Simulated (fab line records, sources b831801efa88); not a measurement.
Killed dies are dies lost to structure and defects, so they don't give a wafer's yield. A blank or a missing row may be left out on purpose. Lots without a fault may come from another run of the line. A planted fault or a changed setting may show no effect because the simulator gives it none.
Split-lot experiment | flow gf180mcu | 5 lots, 23 wafers read, on a route of 602 steps

THE SPLIT
At GF_MVPSD_IMPLANT_08, the setting energy_kev was moved away from the recipe's 170 on 8 of the 23 wafers read, by -4.0% to +2.9%. The other wafers ran this setting at the recipe's value.

The reading is taken at the split's own step.

THE READING
implant.drp_nm (the simulator's own value, which no gauge read), in nm, at GF_MVPSD_IMPLANT_08. The file gives no usual value for it.

wafer  | tool, chamber at the split | energy_kev as run | against the recipe | implant.drp_nm, nm | against lot-mates on the recipe
L077.2 | implanter-01, 0            | 163.2             | -4.0%              | 100.9              | -1.5
L077.6 | implanter-01, 0            | 163.2             | -4.0%              | 100.9              | -1.5
L077.3 | implanter-01, 0            | 170               | recipe             | 102.4              | -
L077.4 | implanter-01, 0            | 170               | recipe             | 102.4              | -
L077.5 | implanter-01, 0            | 170               | recipe             | 102.4              | -
L076.1 | implanter-03, 0            | 170               | recipe             | 102.4              | -
L076.2 | implanter-03, 0            | 170               | recipe             | 102.4              | -
L076.3 | implanter-03, 0            | 174.9             | +2.9%              | 103.2              | +0.8
L076.5 | implanter-03, 0            | 174.9             | +2.9%              | 103.2              | +0.8
L076.6 | implanter-03, 0            | 174.9             | +2.9%              | 103.2              | +0.8
L081.2 | implanter-01, 0            | 170               | recipe             | 102.4              | -
L081.3 | implanter-01, 0            | 170               | recipe             | 102.4              | -
L081.4 | implanter-01, 0            | 170               | recipe             | 102.4              | -
L080.2 | implanter-03, 0            | 170               | recipe             | 102.4              | -
L080.5 | implanter-03, 0            | 170               | recipe             | 102.4              | -
L080.3 | implanter-03, 0            | 166.9             | -1.8%              | 101.8              | -0.6
L080.4 | implanter-03, 0            | 166.9             | -1.8%              | 101.8              | -0.6
L080.6 | implanter-03, 0            | 166.9             | -1.8%              | 101.8              | -0.6
L083.2 | implanter-04, 0            | 170               | recipe             | 102.4              | -
L083.3 | implanter-04, 0            | 170               | recipe             | 102.4              | -
L083.4 | implanter-04, 0            | 170               | recipe             | 102.4              | -
L083.5 | implanter-04, 0            | 170               | recipe             | 102.4              | -
L083.6 | implanter-04, 0            | 170               | recipe             | 102.4              | -

THE FIT
A straight line over all 23 wafers: implant.drp_nm changes by +0.329 nm for each +1% of energy_kev; r = +0.99; the points scatter about the line by 0.071 nm.
The same after taking each lot's own level away (the mean of its wafers on the recipe; 23 wafers): +0.329 nm for each +1%; r = +0.99; scatter 0.071 nm.
On that fit, the largest move of energy_kev shifts the reading by 1.3 nm.
The lots' own levels span 102.40 to 102.40 nm.
So the lot-to-lot level changes the slope little: the two slopes agree.
Check: with one of the wafers moved furthest among these (-4.0%) left out of the fit, the line predicts -1.3 nm for it against its lot-mates. It came out at -1.5 nm against them.

OTHER SPLITS ON THESE WAFERS
These wafers also went through other splits before the reading. Each is held against what the fit with the lots' levels taken away leaves over:
other split on the same wafers   | wafers away from the commonest value | r with implant.drp_nm (lot level and that fit taken away)
GF_STI_OXIDATION_01 ox_time_s    | 10                                   | +0.36
GF_DNWELL_IMPLANT_07 dose_cm2    | 9                                    | -0.04
GF_NWELL_SOFTBAKE_03 temp_c      | 5                                    | -0.11
GF_NWELL_IMPLANT_08 dose_cm2     | 10                                   | +0.06
GF_LVPWELL_IMPLANT_09 energy_kev | 6                                    | +0.05
GF_MVPSD_COAT_02 resist_thk_nm   | 11                                   | +0.25

THE WHOLE CHAIN: every reading that the file lists as answering this split, in the file's order
step                | what it does | reading                                                         | change (the file's fit)               | r (the file's)
GF_MVPSD_IMPLANT_08 |              | implant.rp_nm (the simulator's own value, which no gauge read)  | +3.64 nm for each +1% of the setting  | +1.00
GF_MVPSD_IMPLANT_08 |              | implant.drp_nm (the simulator's own value, which no gauge read) | +0.334 nm for each +1% of the setting | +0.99

THE FILE'S OWN FIT
implant.drp_nm changes by +0.334 nm for each +1% of energy_kev, r = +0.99.
